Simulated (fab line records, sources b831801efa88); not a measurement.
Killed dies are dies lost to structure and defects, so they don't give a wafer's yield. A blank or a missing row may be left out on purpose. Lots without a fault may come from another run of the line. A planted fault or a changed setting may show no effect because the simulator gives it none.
fab line records | flow gf180mcu
record lots=5 wafers=15 last_day=33
route steps=602 shown V4@479 MIM@503
lots that met no fault: from a run of the same line without faults
start_h: hours from the record's first day to the start of the lot's first wafer shown | wait_h: hours since the lot's step before | " the same as in the row above | L1.1+2: a row that stands for several wafers | - no value, or no start given | * or withheld: withheld | < > ~ a bound
route shown NAME@n: a module of which the file shows steps, and the number in the route of the first | usual: mean/standard deviation of fault-free wafers | same: alike in all rows | chamber/n: place in a boat | sites: the reading at each site | _std_site: their standard deviation | _edge_site: outer sites' mean less inner sites' | radius_mm: how far each site lies from the wafer's centre | mask NAME#n: copy n | behind: the tool/chamber that last shaped the wafer | hold: why the lot was held/for how many hours/how that ended | device: the transistor (n, p or np) that didn't switch | end of line: the same wafers' tests at the end of the route | a step without rows: its recipe alone | killed: dies lost to structure and defects at the first sort, not the wafer's yield | map: a wafer's dies, x killed, . not, _ none there
set.NAME: the setting as run; set.NAME@STEP: as run at that earlier step | model.NAME: the simulator's own value behind a step, which no gauge read
lots at some steps of the route; a table a step, a row a wafer
services: from which hour (start_h, from the record's first day; less than 0 if before it) a tool's chamber was out of use, for how many hours, and why
## steps
# step GF_V4_THK_MEAS_03
# recipe reads=SiO2_of_V4_CVD_02
# usual V4_CVD_02_THK=848/12
# columns lot.wafer tool chamber start_h wait_h V4_CVD_02_THK[nm]
L079.2 film_metro-02 - 571.62 0.0 830
L079.3 " - " " 829
L079.5 " - " " 847
L084.2 film_metro-01 - 611.31 0.0 831
L084.3 " - " " 834
L084.5 " - " " 851
L086.2 film_metro-04 - 625.88 0.0 844
L086.5 " - " " 834
L086.6 " - " " 855
L089.3 film_metro-01 - 660.24 0.1 854
L089.4 " - " " 867
L089.5 " - " " 858
L096.2 film_metro-02 - 693.67 0.0 830
L096.4 " - " " 853
L096.6 " - " " 855
# step GF_V4_CMP_04
# recipe material=SiO2 down_force_psi=4 platen_rpm=60 pad_velocity_m_s=0.94248
# usual motor_current_A=12.4/1.2 slurry_flow_ml_min=149.9/0.5 time_to_endpoint_s=80/6.8
# columns lot.wafer tool chamber start_h wait_h motor_current_A slurry_flow_ml_min time_to_endpoint_s
L079.2 cmp-02 1 571.72 0.1 12.5 150.3 84
L079.3 " 3 " " 12.9 150.3 79
L079.5 " 1 " " 12.9 151.0 89
L084.2 cmp-02 0 611.46 0.1 12.1 150.4 67
L084.3 " 1 " " 12.2 150.6 72
L084.5 " 3 " " 13.1 149.3 77
L086.2 cmp-02 3 625.98 0.1 12.6 149.8 74
L086.6 " 2 " " 13.4 149.9 78
L086.5 " 3 " " 12.5 149.8 70
L089.4 cmp-02 3 660.28 0.0 13.6 150.3 82
L089.3 " 0 " " 12.9 150.2 72
L089.5 " 0 " " 12.2 149.8 76
L096.4 cmp-01 0 693.72 0.0 12.6 149.8 84
L096.2 " 3 " " 12.8 150.2 76
L096.6 " 1 " " 10.4 150.3 88
# step GF_V4_BOW_MEAS_05
# recipe mode=bow
# usual V4_BOW=135/8.9
# columns lot.wafer tool chamber start_h wait_h V4_BOW[um]
L079.2 film_metro-04 - 571.99 0.2 129
L079.3 " - " " 122
L079.5 " - " " 142
L084.2 film_metro-04 - 611.68 0.2 141
L084.3 " - " " 145
L084.5 " - " " 139
L086.2 film_metro-04 - 626.25 0.2 136
L086.5 " - " " 135
L086.6 " - " " 149
L089.3 film_metro-01 - 660.62 0.2 139
L089.4 " - " " 132
L089.5 " - " " 134
L096.2 film_metro-04 - 694.04 0.1 129
L096.4 " - " " 135
L096.6 " - " " 154
# step GF_V4_DEHYDRATE_06
# recipe temp_c=200 time_s=60
# usual plate_temp_C=199.99/0.16 resist_line_temp_C=23.01/0.12
# columns lot.wafer tool chamber start_h wait_h plate_temp_C resist_line_temp_C
L079.2 litho_track-03 0 581.94 9.9 199.94 23.21
L079.3 " 0 " " 199.96 23.22
L079.5 " 0 " " 200.11 23.07
L084.2 litho_track-01 0 621.60 9.9 200.01 22.98
L084.3 " 0 " " 200.04 23.03
L084.5 " 0 " " 200.14 22.97
L086.2 litho_track-01 0 636.05 9.8 199.80 23.03
L086.5 " 0 " " 200.23 22.95
L086.6 " 0 " " 200.11 22.99
L089.3 litho_track-01 0 669.58 8.9 200.30 22.91
L089.4 " 0 " " 200.13 23.00
L089.5 " 0 " " 200.29 22.98
L096.2 litho_track-02 0 702.57 8.5 199.97 23.13
L096.4 " 0 " " 199.91 23.20
L096.6 " 0 " " 199.92 23.17
# step GF_V4_HMDS_07
# recipe prime_time_s=60 prime_temp_c=120
# usual resist_line_temp_C=23.01/0.096
# columns lot.wafer tool chamber start_h wait_h resist_line_temp_C
L079.2 litho_track-03 0 582.09 0.1 22.86
L079.3 " 0 " " 23.10
L079.5 " 0 " " 23.05
L084.2 litho_track-01 0 621.75 0.1 23.07
L084.3 " 0 " " 23.03
L084.5 " 0 " " 22.97
L086.2 litho_track-01 0 636.20 0.1 22.97
L086.5 " 0 " " 22.99
L086.6 " 0 " " 23.10
L089.3 litho_track-01 0 669.73 0.1 23.01
L089.4 " 0 " " 22.97
L089.5 " 0 " " 22.95
L096.2 litho_track-02 0 702.72 0.1 22.92
L096.4 " 0 " " 22.93
L096.6 " 0 " " 22.86
# step GF_V4_COAT_08
# recipe resist=BARC temp_c=withheld time_s=withheld spin_rpm=withheld resist_thk_nm=withheld
# usual dispense_pressure_kPa=48/3.5 resist_line_temp_C=*
# columns lot.wafer tool chamber start_h wait_h dispense_pressure_kPa resist_line_temp_C
L079.2 litho_track-03 0 582.24 0.1 51 *
L079.3 " 0 " " 51 *
L079.5 " 0 " " 51 *
L084.2 litho_track-01 0 621.90 0.1 48 *
L084.3 " 0 " " 48 *
L084.5 " 0 " " 48 *
L086.2 litho_track-01 0 636.35 0.1 48 *
L086.5 " 0 " " 48 *
L086.6 " 0 " " 48 *
L089.3 litho_track-01 0 669.88 0.1 48 *
L089.4 " 0 " " 48 *
L089.5 " 0 " " 48 *
L096.2 litho_track-02 0 702.87 0.1 42 *
L096.4 " 0 " " 42 *
L096.6 " 0 " " 42 *
# step GF_V4_COAT_09
# recipe resist=KrF spin_rpm=withheld resist_thk_nm=1000
# usual dispense_pressure_kPa=48/3.5 resist_line_temp_C=22.98/0.1
# columns lot.wafer tool chamber start_h wait_h dispense_pressure_kPa resist_line_temp_C
L079.2 litho_track-03 0 - - 51 22.98
L079.3 " 0 " " 51 22.88
L079.5 " 0 " " 51 22.90
L084.2 litho_track-01 0 - - 48 22.89
L084.3 " 0 " " 48 22.97
L084.5 " 0 " " 48 23.08
L086.2 litho_track-01 0 - - 48 23.02
L086.5 " 0 " " 48 23.00
L086.6 " 0 " " 48 23.11
L089.3 litho_track-01 0 - - 48 23.02
L089.4 " 0 " " 48 22.96
L089.5 " 0 " " 48 23.11
L096.2 litho_track-02 0 - - 42 23.06
L096.4 " 0 " " 42 22.92
L096.6 " 0 " " 42 22.94
# step GF_V4_SOFTBAKE_10
# recipe temp_c=130 time_s=60 resist=KrF
# usual plate_temp_C=129.97/0.14 resist_line_temp_C=23.01/0.12
# columns lot.wafer tool chamber start_h wait_h plate_temp_C resist_line_temp_C
L079.2 litho_track-03 0 - - 130.08 22.97
L079.3 " 0 " " 129.96 23.18
L079.5 " 0 " " 129.82 23.10
L084.2 litho_track-01 0 - - 130.01 22.89
L084.3 " 0 " " 130.08 22.86
L084.5 " 0 " " 130.02 22.89
L086.2 litho_track-01 0 - - 130.18 22.96
L086.5 " 0 " " 130.38 23.09
L086.6 " 0 " " 129.99 22.90
L089.3 litho_track-01 0 - - 130.02 23.20
L089.4 " 0 " " 130.06 23.09
L089.5 " 0 " " 130.14 23.04
L096.2 litho_track-02 0 - - 129.94 22.92
L096.4 " 0 " " 130.02 23.05
L096.6 " 0 " " 129.72 23.01
# step GF_V4_EXPOSE_11
# recipe mask_id=Via4 target_cd_nm=260 na=0.68 source_shape=conventional sigma_outer=0.6 dose_mj=38
# columns lot.wafer tool chamber start_h wait_h mask
L079.2+3+5 krf_scanner-01 0 - - Via4#0
L084.2+3+5 krf_scanner-02 0 - - Via4#0
L086.2+5+6 krf_scanner-02 0 - - Via4#0
L089.3+4+5 krf_scanner-01 0 - - Via4#0
L096.2+4+6 krf_scanner-01 0 - - Via4#0
# step GF_V4_PEB_12
# recipe peb_temp_c=135 peb_time_s=90 resist=KrF
# usual plate_temp_C=134.99/0.13 resist_line_temp_C=23.02/0.12
# columns lot.wafer tool chamber start_h wait_h plate_temp_C resist_line_temp_C
L079.2 litho_track-02 0 - - 135.15 23.04
L079.3 " 0 " " 135.15 23.12
L079.5 " 0 " " 135.02 23.02
L084.2 litho_track-01 0 - - 135.00 22.97
L084.3 " 0 " " 134.95 22.92
L084.5 " 0 " " 135.08 22.90
L086.2 litho_track-01 0 - - 135.08 22.94
L086.5 " 0 " " 134.99 22.73
L086.6 " 0 " " 134.92 22.82
L089.3 litho_track-03 0 - - 134.93 22.93
L089.4 " 0 " " 134.89 22.99
L089.5 " 0 " " 134.79 22.97
L096.2 litho_track-01 0 - - 135.14 23.10
L096.4 " 0 " " 134.77 23.09
L096.6 " 0 " " 134.87 22.95
# step GF_V4_DEVELOP_13
# recipe develop_time_s=60 resist=KrF dev_temp_c=21
# usual developer_temp_C=20.99/0.097 resist_line_temp_C=22.99/0.11
# columns lot.wafer tool chamber start_h wait_h developer_temp_C resist_line_temp_C
L079.2 litho_track-02 0 593.37 0.2 20.95 23.04
L079.3 " 0 " " 20.95 22.88
L079.5 " 0 " " 20.92 23.03
L084.2 litho_track-01 0 631.55 0.2 20.95 22.77
L084.3 " 0 " " 21.18 22.93
L084.5 " 0 " " 20.98 23.00
L086.2 litho_track-01 0 645.85 0.2 20.85 23.04
L086.5 " 0 " " 20.96 23.03
L086.6 " 0 " " 20.93 23.21
L089.3 litho_track-03 0 680.17 0.1 20.81 23.08
L089.4 " 0 " " 20.98 23.02
L089.5 " 0 " " 21.01 23.00
L096.2 litho_track-01 0 711.75 0.2 20.99 22.86
L096.4 " 0 " " 20.99 22.89
L096.6 " 0 " " 21.07 22.93
# step GF_V4_CD_MEAS_14
# recipe target_cd_nm=260
# usual cd_nm=260.0/1.2
# columns lot.wafer tool chamber start_h wait_h cd_nm
L079.2 cd_sem-01 - 593.52 0.1 260.2
L079.3 " - " " 261.5
L079.5 " - " " 260.0
L084.2 cd_sem-01 - 631.70 0.1 259.5
L084.3 " - " " 259.2
L084.5 " - " " 259.0
L086.2 cd_sem-02 - 646.00 0.1 259.1
L086.5 " - " " 258.6
L086.6 " - " " 258.7
L089.3 cd_sem-02 - 680.31 0.1 259.7
L089.4 " - " " 258.3
L089.5 " - " " 258.4
L096.2 cd_sem-01 - 711.90 0.1 261.0
L096.4 " - " " 260.3
L096.6 " - " " 260.9
# step GF_V4_OVL_MEAS_15
# usual V4_OVL=2/4.7
# columns lot.wafer tool chamber start_h wait_h V4_OVL[nm]
L079.2 overlay-01 - 593.63 0.1 -5
L079.3 " - " " 1
L079.5 " - " " 12
L084.2 overlay-02 - 631.80 0.1 8
L084.3 " - " " 11
L084.5 " - " " 6
L086.2 overlay-02 - 646.10 0.1 4
L086.5 " - " " 12
L086.6 " - " " 8
L089.3 overlay-01 - 680.40 0.1 4
L089.4 " - " " 5
L089.5 " - " " 1
L096.2 overlay-01 - 712.00 0.1 -3
L096.4 " - " " -3
L096.6 " - " " -2
# step GF_V4_ETCH_16
# recipe chemistry=N2/H2 target_depth_a=withheld overetch_a=withheld time_s=withheld target=BARC ion_energy_ev=200 source_w=500 bias_w=100 pressure_mtorr=30 n2_flow_sccm=100 h2_flow_sccm=200
# usual drypump_motor_current_A=5.6/0.43 n2_flow_sccm=100.03/0.3 oes_product_au=0.854/0.0044 throttle_valve_pct=13.225/0.0087
# columns lot.wafer tool chamber start_h wait_h drypump_motor_current_A n2_flow_sccm oes_product_au throttle_valve_pct
L079.2 rie_diel-04 1 593.66 0.0 5.0 99.49 0.854 13.214
L079.3 " 3 " " 6.3 99.94 0.850 13.225
L079.5 " 1 " " 5.0 100.15 0.856 13.208
L084.2 rie_diel-01 1 631.83 0.0 5.7 99.85 0.857 13.230
L084.3 " 2 " " 5.9 99.67 0.842 13.231
L084.5 " 1 " " 5.7 100.36 0.851 13.227
L086.2 rie_diel-04 2 646.13 0.0 5.8 99.91 0.858 13.239
L086.5 " 3 " " 6.3 99.94 0.853 13.202
L086.6 " 2 " " 5.8 100.20 0.859 13.238
L089.3 rie_diel-04 1 680.42 0.0 5.0 99.61 0.847 13.230
L089.4 " 3 " " 6.3 100.46 0.854 13.215
L089.5 " 1 " " 5.0 100.05 0.851 13.231
L096.2 rie_diel-03 1 712.03 0.0 5.1 99.66 0.855 13.230
L096.4 " 1 " " 5.1 100.13 0.860 13.240
L096.6 " 2 " " 5.9 100.36 0.855 13.230
# step GF_V4_ETCH_17
# recipe chemistry=C4F8/O2/Ar mask_material=KrF target=SiO2 stop_on=TiN source_w=1500 bias_w=1200 pressure_mtorr=40 c4f8_flow_sccm=withheld O2_flow_sccm=6 Ar_flow_sccm=300 time_s=withheld target_depth_a=6300
# usual oes_product_au=0.856/0.0047
# columns lot.wafer tool chamber start_h wait_h oes_product_au
L079.2 rie_diel-04 1 - - 0.854
L079.3 " 3 " " 0.860
L079.5 " 1 " " 0.857
L084.2 rie_diel-01 1 - - 0.852
L084.3 " 2 " " 0.852
L084.5 " 1 " " 0.862
L086.2 rie_diel-04 2 - - 0.862
L086.5 " 3 " " 0.847
L086.6 " 2 " " 0.847
L089.3 rie_diel-04 1 - - 0.855
L089.4 " 3 " " 0.856
L089.5 " 1 " " 0.860
L096.2 rie_diel-03 1 - - 0.849
L096.4 " 1 " " 0.854
L096.6 " 2 " " 0.854
# step GF_V4_STRIP_18
# recipe chemistry=O2/N2 power_w=1400 pressure_mtorr=1500 platen_temp_c=250 o2_flow_sccm=3000 n2_flow_sccm=300 overash_fraction=0.5
# usual drypump_motor_current_A=5.73/0.3 heater_power_w=324/25 n2_flow_sccm=300.2/0.92 oes_product_au=0.592/0.0047 platen_temp_c=250.03/0.21
# columns lot.wafer tool chamber start_h wait_h drypump_motor_current_A heater_power_w n2_flow_sccm oes_product_au platen_temp_c rf_hours_counter_h
L079.2 plasma_asher-01 0 593.78 - 5.86 333 299.8 0.590 250.00 17
L079.3 " 0 " " 5.88 336 301.1 0.584 249.91 -
L079.5 " 1 " " 5.64 362 300.6 0.591 249.86 -
L084.2 plasma_asher-02 0 631.96 - 6.17 317 300.4 0.595 249.75 56
L084.3 " 1 " " 5.21 291 300.1 0.595 249.86 -
L084.5 " 0 " " 6.17 322 299.4 0.597 249.66 -
L086.2 plasma_asher-04 0 646.26 - 5.80 309 300.1 0.592 249.92 93
L086.5 " 0 " " 5.79 315 300.2 0.588 249.87 -
L086.6 " 1 " " 5.72 347 298.2 0.593 250.07 -
L089.3 plasma_asher-01 1 680.58 - 5.67 368 300.4 0.585 249.85 -
L089.4 " 0 " " 5.94 332 299.6 0.592 250.02 -
L089.5 " 0 " " 5.88 327 298.8 0.589 249.62 -
L096.2 plasma_asher-02 1 712.16 - 5.24 288 298.7 0.597 250.26 61
L096.4 " 0 " " 6.16 328 298.6 0.590 250.12 -
L096.6 " 1 " " 5.22 290 299.6 0.592 250.19 -
# step GF_V4_STRIP_19
# recipe chemistry=post_etch_residue_remover time_s=1200 temp_c=72.5
# columns lot.wafer tool chamber start_h wait_h
L079.2+3+5 wet_bench-04 3 593.88 0.1
L084.2+3+5 wet_bench-01 1 632.06 0.1
L086.2+5+6 wet_bench-02 1 646.36 0.1
L089.3+4+5 wet_bench-04 0 680.65 0.0
L096.2+4+6 wet_bench-01 1 712.26 0.1
# step GF_V4_CLEAN_20
# recipe chemistry=DIW dry=n2_spin
# columns lot.wafer tool chamber start_h wait_h
L079.2+3+5 wet_bench-02 1 594.23 0.0
L084.2+3+5 wet_bench-02 1 632.40 0.0
L086.2+5+6 wet_bench-01 0 646.70 0.0
L089.3+4+5 wet_bench-02 2 681.02 0.0
L096.2+4+6 wet_bench-04 2 712.60 0.0
# step GF_V4_SPUTTER_21
# recipe material=Ti target_thk_nm=15 chamber_pressure_pa=5 power_w=2500 substrate_temp_c=200 time_s=80.02
# usual cathode_dc_power_W=2500.0/0.47 substrate_temp_c=200.01/0.15 throttle_valve_pct=30.4/0.79
# columns lot.wafer tool chamber start_h wait_h cathode_dc_power_W substrate_temp_c throttle_valve_pct
L079.2 pvd_sputter-04 - 594.32 0.0 2500.7 199.93 31.1
L079.3 " - " " 2500.0 199.93 30.7
L079.5 " - " " 2499.5 200.05 30.5
L084.2 pvd_sputter-01 - 632.59 0.0 2500.0 200.07 30.2
L084.3 " - " " 2501.1 199.94 29.9
L084.5 " - " " 2499.8 200.09 29.9
L086.2 pvd_sputter-03 - 646.80 0.0 2500.6 199.95 29.4
L086.5 " - " " 2500.0 200.13 29.6
L086.6 " - " " 2500.5 200.00 31.4
L089.3 pvd_sputter-01 - 681.12 0.0 2499.5 200.02 31.2
L089.4 " - " " 2500.2 200.18 30.4
L089.5 " - " " 2499.4 200.09 30.6
L096.2 pvd_sputter-01 - 712.70 0.0 2500.3 199.99 30.4
L096.4 " - " " 2500.1 199.84 29.9
L096.6 " - " " 2500.0 199.92 30.4
# step GF_V4_SPUTTER_22
# recipe material=TiN target_thk_nm=10 chamber_pressure_pa=5 power_w=4000 time_s=40
# usual cathode_dc_power_W=3999.9/0.66 throttle_valve_pct=30.4/0.81
# columns lot.wafer tool chamber start_h wait_h cathode_dc_power_W throttle_valve_pct
L079.2 pvd_sputter-04 - 594.38 0.0 3999.8 31.4
L079.3 " - " " 3998.5 31.0
L079.5 " - " " 3999.9 30.4
L084.2 pvd_sputter-01 - 632.65 0.0 4000.4 30.5
L084.3 " - " " 4000.9 29.9
L084.5 " - " " 3998.6 29.8
L086.2 pvd_sputter-03 - 646.86 0.0 3999.9 29.7
L086.5 " - " " 4000.2 29.6
L086.6 " - " " 4000.0 31.4
L089.3 pvd_sputter-01 - 681.18 0.0 4000.3 31.3
L089.4 " - " " 4000.3 30.2
L089.5 " - " " 3999.5 30.4
L096.2 pvd_sputter-01 - 712.76 0.0 4000.0 30.5
L096.4 " - " " 4000.3 30.0
L096.6 " - " " 3999.0 30.5
# step GF_V4_CVD_23
# recipe material=W target_thk_nm=350 time_s=104.9 temp_c=400 pressure_torr=40
# usual heater_power_w=915/69
# columns lot.wafer tool chamber start_h wait_h heater_power_w
L079.2 cvd_w-01 1 594.42 0.0 941
L079.3 " 1 " " 959
L079.5 " 0 " " 857
L084.2 cvd_w-02 0 632.69 0.0 834
L084.3 " 1 " " 970
L084.5 " 1 " " 991
L086.2 cvd_w-01 1 646.90 0.0 1004
L086.5 " 1 " " 978
L086.6 " 0 " " 875
L089.3 cvd_w-01 0 681.25 0.1 860
L089.4 " 1 " " 994
L089.5 " 0 " " 870
L096.2 cvd_w-01 0 712.80 0.0 871
L096.4 " 1 " " 971
L096.6 " 1 " " 972
# step GF_V4_RS_MEAS_24
# recipe thk_meas_gauge=four-point-probe reads=W_of_V4_CVD_23+TiN_of_V4_SPUTTER_22+Ti_of_V4_SPUTTER_21
# usual V4_W_RS=0.327/0.0036
# columns lot.wafer tool chamber start_h wait_h V4_W_RS[ohm/sq]
L079.2 film_metro-01 - 594.55 0.1 0.329
L079.3 " - " " 0.330
L079.5 " - " " 0.328
L084.2 film_metro-02 - 632.82 0.1 0.330
L084.3 " - " " 0.324
L084.5 " - " " 0.328
L086.2 film_metro-04 - 647.04 0.1 0.333
L086.5 " - " " 0.326
L086.6 " - " " 0.329
L089.3 film_metro-02 - 681.37 0.1 0.336
L089.4 " - " " 0.328
L089.5 " - " " 0.332
L096.2 film_metro-01 - 712.94 0.1 0.326
L096.4 " - " " 0.321
L096.6 " - " " 0.319
# step GF_V4_THK_MEAS_25
# recipe thk_meas_gauge=xrf reads=W_of_V4_CVD_23
# usual V4_W_THK=343/6.1
# columns lot.wafer tool chamber start_h wait_h V4_W_THK[nm]
L079.2 film_metro-01 - 594.66 0.1 346
L079.3 " - " " 343
L079.5 " - " " 347
L084.2 film_metro-02 - 632.93 0.1 337
L084.3 " - " " 341
L084.5 " - " " 338
L086.2 film_metro-04 - 647.15 0.1 337
L086.5 " - " " 344
L086.6 " - " " 342
L089.3 film_metro-02 - 681.47 0.1 331
L089.4 " - " " 341
L089.5 " - " " 336
L096.2 film_metro-01 - 713.05 0.1 349
L096.4 " - " " 355
L096.6 " - " " 358
# step GF_V4_CMP_26
# recipe stop_on=SiO2 down_force_psi=3.5 platen_rpm=60 t_overpolish_s=15 target_thk_nm=0 pad_velocity_m_s=0.94248
# usual motor_current_A=11.5/1.1 overpolish_run_s=15.000/0.009 slurry_flow_ml_min=150.0/0.47 time_to_endpoint_s=84/4.5
# columns lot.wafer tool chamber start_h wait_h motor_current_A overpolish_run_s slurry_flow_ml_min time_to_endpoint_s
L079.2 cmp-02 0 594.81 0.1 11.8 15.013 149.7 80
L079.3 " 1 " " 11.6 14.988 150.1 87
L079.5 " 2 " " 12.0 15.000 149.7 87
L084.2 cmp-02 0 633.03 0.1 11.4 15.011 150.1 78
L084.3 " 2 " " 12.5 14.999 149.5 84
L084.5 " 3 " " 12.4 14.994 150.2 82
L086.2 cmp-01 2 647.20 0.0 10.4 14.997 149.9 75
L086.6 " 2 " " 10.1 15.012 150.6 78
L086.5 " 3 " " 12.2 14.992 150.3 84
L089.3 cmp-01 1 681.56 0.1 9.0 14.994 149.2 87
L089.4 " 3 " " 12.6 14.983 150.6 89
L089.5 " 0 " " 11.6 15.014 149.9 83
L096.2 cmp-01 0 713.15 0.1 10.8 15.009 149.6 89
L096.4 " 1 " " 9.3 14.986 149.6 96
L096.6 " 3 " " 12.8 14.990 149.8 91
# step GF_MIM_SPUTTER_00
# recipe material=Ti target_thk_nm=37.5 arriving_ion_energy_ev=80 substrate_temp_c=200 chamber_pressure_pa=2 power_w=4000 time_s=150
# usual cathode_dc_power_W=3999.9/0.77 substrate_temp_c=200.03/0.17 throttle_valve_pct=30.3/0.95
# columns lot.wafer tool chamber start_h wait_h cathode_dc_power_W substrate_temp_c throttle_valve_pct
L079.2 pvd_sputter-02 - 595.01 0.1 4001.7 200.03 30.4
L079.3 " - " " 3999.8 200.35 29.0
L079.5 " - " " 4001.1 200.07 31.4
L084.2 pvd_sputter-04 - 633.28 0.2 4000.1 200.02 31.1
L084.3 " - " " 3999.9 200.03 31.4
L084.5 " - " " 3999.8 200.13 31.1
L086.2 pvd_sputter-04 - 647.52 0.3 3999.9 199.92 30.5
L086.5 " - " " 4000.1 200.07 29.9
L086.6 " - " " 4001.3 199.85 31.6
L089.3 pvd_sputter-02 - 681.81 0.2 4000.7 200.00 29.0
L089.4 " - " " 4000.7 199.69 30.3
L089.5 " - " " 4000.1 199.77 30.3
L096.2 pvd_sputter-03 - 713.40 0.2 3998.9 200.14 31.4
L096.4 " - " " 3999.5 199.69 31.3
L096.6 " - " " 4000.2 200.03 29.7
# step GF_MIM_SPUTTER_01
# recipe material=TiN target_thk_nm=30 power_w=6500 time_s=25 chamber_pressure_pa=0.4
# usual cathode_dc_power_W=6499.9/1.1 throttle_valve_pct=30.3/0.94
# columns lot.wafer tool chamber start_h wait_h cathode_dc_power_W throttle_valve_pct
L079.2 pvd_sputter-02 - 595.11 0.1 6498.1 30.3
L079.3 " - " " 6499.5 29.1
L079.5 " - " " 6499.7 31.6
L084.2 pvd_sputter-04 - 633.38 0.1 6501.2 30.7
L084.3 " - " " 6500.5 31.3
L084.5 " - " " 6501.1 30.8
L086.2 pvd_sputter-04 - 647.62 0.1 6500.5 30.8
L086.5 " - " " 6500.2 29.5
L086.6 " - " " 6500.1 31.5
L089.3 pvd_sputter-02 - 681.91 0.1 6499.4 29.2
L089.4 " - " " 6499.8 30.1
L089.5 " - " " 6501.7 29.8
L096.2 pvd_sputter-03 - 713.50 0.1 6499.9 31.3
L096.4 " - " " 6499.6 31.4
L096.6 " - " " 6501.0 29.6
# step GF_MIM_SPUTTER_02
# recipe material=AlCu target_thk_nm=450 power_w=10600 time_s=23.9 chamber_pressure_pa=0.4
# usual cathode_dc_power_W=10600/1.8 throttle_valve_pct=30.3/0.93
# columns lot.wafer tool chamber start_h wait_h cathode_dc_power_W throttle_valve_pct
L079.2 pvd_sputter-02 - 595.14 0.0 10602 30.3
L079.3 " - " " 10600 29.2
L079.5 " - " " 10597 31.5
L084.2 pvd_sputter-04 - 633.41 0.0 10602 30.9
L084.3 " - " " 10602 31.3
L084.5 " - " " 10598 31.0
L086.2 pvd_sputter-04 - 647.65 0.0 10599 30.7
L086.5 " - " " 10598 29.7
L086.6 " - " " 10598 31.2
L089.3 pvd_sputter-02 - 681.94 0.0 10601 29.1
L089.4 " - " " 10601 30.0
L089.5 " - " " 10599 30.4
L096.2 pvd_sputter-03 - 713.53 0.0 10597 31.4
L096.4 " - " " 10600 31.5
L096.6 " - " " 10600 29.4
# step GF_MIM_SPUTTER_03
# recipe material=Ti target_thk_nm=10 substrate_temp_c=300 chamber_pressure_pa=0.3 power_w=3000 time_s=6.7
# usual cathode_dc_power_W=3000.0/0.52 substrate_temp_c=300.00/0.21 throttle_valve_pct=30.3/0.95
# columns lot.wafer tool chamber start_h wait_h cathode_dc_power_W substrate_temp_c throttle_valve_pct
L079.2 pvd_sputter-02 - 595.17 0.0 2999.1 299.73 30.4
L079.3 " - " " 3000.9 299.99 29.2
L079.5 " - " " 2999.8 299.83 31.4
L084.2 pvd_sputter-04 - 633.44 0.0 3000.4 300.16 31.3
L084.3 " - " " 3000.2 299.90 31.1
L084.5 " - " " 2999.7 300.10 31.1
L086.2 pvd_sputter-04 - 647.68 0.0 3000.6 300.07 30.6
L086.5 " - " " 2999.6 299.72 29.7
L086.6 " - " " 2999.0 299.66 31.4
L089.3 pvd_sputter-02 - 681.97 0.0 2999.9 299.77 29.0
L089.4 " - " " 2999.9 299.81 30.2
L089.5 " - " " 3000.1 299.94 30.0
L096.2 pvd_sputter-03 - 713.56 0.0 2999.9 299.90 31.2
L096.4 " - " " 2999.4 299.83 31.3
L096.6 " - " " 3000.9 299.99 29.7
# step GF_MIM_SPUTTER_04
# recipe material=TiN target_thk_nm=50 power_w=6500 time_s=41.7 chamber_pressure_pa=0.4
# usual cathode_dc_power_W=6500.0/1.1 throttle_valve_pct=30.3/0.94
# columns lot.wafer tool chamber start_h wait_h cathode_dc_power_W throttle_valve_pct
L079.2 pvd_sputter-02 - 595.19 0.0 6500.7 30.5
L079.3 " - " " 6500.4 28.9
L079.5 " - " " 6500.3 31.4
L084.2 pvd_sputter-04 - 633.46 0.0 6500.8 30.8
L084.3 " - " " 6502.2 31.0
L084.5 " - " " 6500.4 30.8
L086.2 pvd_sputter-04 - 647.70 0.0 6498.1 30.6
L086.5 " - " " 6498.3 29.9
L086.6 " - " " 6500.5 31.3
L089.3 pvd_sputter-02 - 681.99 0.0 6499.3 28.9
L089.4 " - " " 6500.1 30.1
L089.5 " - " " 6498.5 30.2
L096.2 pvd_sputter-03 - 713.58 0.0 6500.5 31.2
L096.4 " - " " 6500.2 31.3
L096.6 " - " " 6500.9 29.7
# step GF_MIM_CVD_05
# recipe material=Si3N4 target_thk_nm=42 temp_max_c=400 temp_c=385 time_s=29.086 rf_w=450
# usual heater_power_w=634/95
# columns lot.wafer tool chamber start_h wait_h heater_power_w
L079.2 pecvd-03 0 595.23 0.0 632
L079.3 " 1 " " 691
L079.5 " 0 " " 507
L084.2 pecvd-04 0 633.50 0.0 528
L084.3 " 2 " " 686
L084.5 " 1 " " 715
L086.2 pecvd-04 0 647.74 0.0 541
L086.5 " 1 " " 615
L086.6 " 0 " " 536
L089.3 pecvd-03 1 682.03 0.0 629
L089.4 " 2 " " 732
L089.5 " 1 " " 597
L096.2 pecvd-01 0 713.62 0.0 504
L096.4 " 2 " " 721
L096.6 " 1 " " 560
# step GF_MIM_THK_MEAS_06
# recipe reads=Si3N4_of_MIM_CVD_05
# usual MIM_CVD_05_THK=42.0/0.65
# columns lot.wafer tool chamber start_h wait_h MIM_CVD_05_THK[nm]
L079.2 film_metro-04 - 595.27 0.0 42.3
L079.3 " - " " 42.1
L079.5 " - " " 42.9
L084.2 film_metro-01 - 633.54 0.0 41.4
L084.3 " - " " 41.5
L084.5 " - " " 42.0
L086.2 film_metro-04 - 647.78 0.0 41.4
L086.5 " - " " 42.4
L086.6 " - " " 42.2
L089.3 film_metro-03 - 682.08 0.0 41.4
L089.4 " - " " 42.5
L089.5 " - " " 42.1
L096.2 film_metro-01 - 713.66 0.0 41.5
L096.4 " - " " 41.7
L096.6 " - " " 42.5
## services
# columns tool chamber start_h hours kind
rie_diel-04 3 549.12 12.2 repair
krf_scanner-02 - 554.28 1.0 pm
krf_scanner-02 - 555.47 0.6 repair
pvd_sputter-02 - 566.47 5.2 repair
rie_diel-04 2 568.54 10.3 repair
rie_diel-04 0 572.67 7.4 repair
cmp-02 - 572.96 4.0 pm
cmp-01 - 581.20 9.3 pm
pecvd-04 - 591.12 14.0 pm
rie_diel-03 3 605.75 2.6 repair
cmp-02 - 606.46 4.9 pm
pvd_sputter-04 - 617.04 4.0 repair
wet_bench-04 - 622.58 2.1 repair
pvd_sputter-03 - 622.75 1.1 repair
krf_scanner-01 - 625.22 1.3 pm
cmp-02 - 633.80 1.2 repair
cmp-01 - 637.64 6.8 pm
krf_scanner-01 - 638.28 1.0 pm
cmp-02 - 644.45 3.6 pm
pvd_sputter-01 - 653.95 1.1 repair
rie_diel-04 - 678.12 0.1 repair
pvd_sputter-04 - 684.66 3.7 repair
pvd_sputter-02 - 691.37 23.9 repair
rie_diel-04 0 691.61 37.9 repair
## key
fault none
